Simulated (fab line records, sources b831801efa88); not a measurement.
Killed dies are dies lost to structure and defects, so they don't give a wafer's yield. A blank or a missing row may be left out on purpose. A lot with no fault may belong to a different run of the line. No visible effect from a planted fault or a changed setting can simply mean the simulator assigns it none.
The tool behind it: which one?    flow gf180mcu    10 lots, 30 wafers sampled, at 6 steps of a route of 602

== WHAT THE GAUGES SHOWED, per wafer ==
GF_MIM_RS_MEAS_10: a four-point-probe measurement.
lot   measured      on            MIM_ALCU_RS (ohm/sq)
L308  day 24 21:20  filmMetro-01  0.1612 0.1630 0.1613
L310  day 25 07:00  filmMetro-02  0.1587 0.1620 0.1604
L311  day 25 23:07  filmMetro-01  0.1619 0.1615 0.1650
L314  day 27 04:55  filmMetro-04  0.1611 0.1613 0.1610
L322  day 29 07:25  filmMetro-01  0.1690 0.1665 0.1680
L323  day 29 14:44  filmMetro-01  0.1582 0.1609 0.1599
L324  day 29 20:52  filmMetro-01  0.1610 0.1626 0.1617
L327  day 30 19:40  filmMetro-04  0.1619 0.1613 0.1611
L329  day 31 01:13  filmMetro-01  0.1581 0.1599 0.1574
L331  day 31 14:59  filmMetro-01  0.1624 0.1618 0.1603

GF_MIM_THK_MEAS_11: measures by xrf.
lot   measured      on            MIM_ALCU_THK (nm)
L308  day 24 21:28  filmMetro-01  200.5 198.5 201.1
L310  day 25 07:05  filmMetro-02  202.9 199.5 201.4
L311  day 25 23:13  filmMetro-01  199.5 199.9 196.9
L314  day 27 05:01  filmMetro-04  199.6 199.4 199.3
L322  day 29 07:31  filmMetro-01  190.9 194.7 193.0
L323  day 29 14:50  filmMetro-01  203.6 201.7 203.0
L324  day 29 20:59  filmMetro-01  199.9 198.1 198.7
L327  day 30 19:45  filmMetro-04  199.3 199.3 199.9
L329  day 31 01:18  filmMetro-01  204.8 201.6 207.1
L331  day 31 15:06  filmMetro-01  198.0 200.6 202.5

== TOOL THAT RAN EACH LOT (tool first, then ch and the chambers of the sampled wafers, then the start) ==
lot   GF_V4_CVD_23                  GF_MIM_SPUTTER_03            GF_MIM_SPUTTER_08            GF_MIM_SPUTTER_09
L308  cvdW-02 ch 0,1, day 24 20:20  pvdSputter-01, day 24 21:05  pvdSputter-03, day 24 21:17  pvdSputter-03, day 24 21:19
L310  cvdW-02 ch 0,1, day 25 05:55  pvdSputter-03, day 25 06:38  pvdSputter-04, day 25 06:53  pvdSputter-04, day 25 06:55
L311  cvdW-01 ch 0,1, day 25 21:59  pvdSputter-04, day 25 22:50  pvdSputter-03, day 25 23:02  pvdSputter-03, day 25 23:04
L314  cvdW-01 ch 0,1, day 27 03:55  pvdSputter-01, day 27 04:38  pvdSputter-03, day 27 04:50  pvdSputter-03, day 27 04:51
L322  cvdW-01 ch 0,1, day 29 06:23  pvdSputter-04, day 29 07:06  pvdSputter-03, day 29 07:18  pvdSputter-03, day 29 07:19
L323  cvdW-02 ch 0,1, day 29 13:44  pvdSputter-01, day 29 14:27  pvdSputter-04, day 29 14:38  pvdSputter-04, day 29 14:40
L324  cvdW-01 ch 0,1, day 29 19:51  pvdSputter-03, day 29 20:37  pvdSputter-04, day 29 20:48  pvdSputter-04, day 29 20:50
L327  cvdW-02 ch 0,1, day 30 18:38  pvdSputter-03, day 30 19:21  pvdSputter-01, day 30 19:34  pvdSputter-01, day 30 19:35
L329  cvdW-01 ch 0,1, day 31 00:10  pvdSputter-03, day 31 00:53  pvdSputter-04, day 31 01:06  pvdSputter-04, day 31 01:08
L331  cvdW-02 ch 0,1, day 31 13:58  pvdSputter-04, day 31 14:43  pvdSputter-01, day 31 14:55  pvdSputter-01, day 31 14:56
- GF_V4_CVD_23: deposits W, target thk 350 nm, time 104.9 s.
- GF_MIM_SPUTTER_03: material Ti, target thk 10 nm, time 6.7 s.
- GF_MIM_SPUTTER_08: material AlCu, target thk 200 nm, time 10.6 s.
- GF_MIM_SPUTTER_09: material TiN, target thk 35 nm, time 29.2 s.

== WHAT THE TOOLS THEMSELVES READ (means of the sampled wafers that have a number; where no wafer has one, the mark that the record gives instead) ==
GF_V4_CVD_23.
lot   tool     heaterPowerOuterW (W)  heaterPowerW (W)
L308  cvdW-02  502                    745
L310  cvdW-02  487                    731
L311  cvdW-01  511                    895
L314  cvdW-01  508                    887
L322  cvdW-01  511                    886
L323  cvdW-02  506                    753
L324  cvdW-01  521                    902
L327  cvdW-02  498                    742
L329  cvdW-01  511                    896
L331  cvdW-02  491                    728

GF_MIM_SPUTTER_03.
lot   tool           throttleValvePct (%)
L308  pvdSputter-01  30.1
L310  pvdSputter-03  31.2
L311  pvdSputter-04  30.4
L314  pvdSputter-01  29.3
L322  pvdSputter-04  30.3
L323  pvdSputter-01  30.8
L324  pvdSputter-03  31.7
L327  pvdSputter-03  31.4
L329  pvdSputter-03  32.1
L331  pvdSputter-04  30.4

GF_MIM_SPUTTER_08.
lot   tool           throttleValvePct (%)
L308  pvdSputter-03  30.6
L310  pvdSputter-04  29.7
L311  pvdSputter-03  31.4
L314  pvdSputter-03  30.8
L322  pvdSputter-03  30.6
L323  pvdSputter-04  29.5
L324  pvdSputter-04  30.7
L327  pvdSputter-01  30.0
L329  pvdSputter-04  30.3
L331  pvdSputter-01  29.8

GF_MIM_SPUTTER_09.
lot   tool           throttleValvePct (%)
L308  pvdSputter-03  30.5
L310  pvdSputter-04  29.6
L311  pvdSputter-03  31.4
L314  pvdSputter-03  31.0
L322  pvdSputter-03  30.7
L323  pvdSputter-04  29.5
L324  pvdSputter-04  30.6
L327  pvdSputter-01  30.3
L329  pvdSputter-04  30.3
L331  pvdSputter-01  29.8

== THE ANSWER, worked out from the rows above alone ==
Rule: the lots themselves supply what counts as usual. Put in order of their means at a reading, lots are off if they are a third of the lots or fewer, leave a main group of 4 or more, and stand apart from it by a gap of 3 or more times the standard deviation of the main group's means; of several such gaps the widest counts. A main group whose means are all the same, to the digits that the tables above print for the reading, isn't used. Also off: a lot with no number at a reading for which 4 or more lots have one. All remaining lots with rows at the step are treated as sound. The gauges are gone through in route order, then the tools' own readings, and for those a lot's mean is taken as printed above. The first step at which some lot is off is used, and at that step the reading that is off furthest; a lot without a number counts as furthest.
Off: L322, seen at GF_MIM_RS_MEAS_10 (MIM_ALCU_RS). The main group: mean 0.1610 ohm/sq, standard deviation 0.0012.
A tool fits if, at a process step before that reading, it ran every lot that is off, and no sound lot after the first of them. Gauges at GF_MIM_RS_MEAS_10: tried the same way as those tools. One fits: pvdSputter-03 at GF_MIM_SPUTTER_08 and GF_MIM_SPUTTER_09. At GF_MIM_SPUTTER_08 its last sound lot is L314 (day 27 04:50), its first lot that is off L322 (day 29 07:18): a fault that began between those two fits.

== WHAT THE SIMULATOR PUT IN ==
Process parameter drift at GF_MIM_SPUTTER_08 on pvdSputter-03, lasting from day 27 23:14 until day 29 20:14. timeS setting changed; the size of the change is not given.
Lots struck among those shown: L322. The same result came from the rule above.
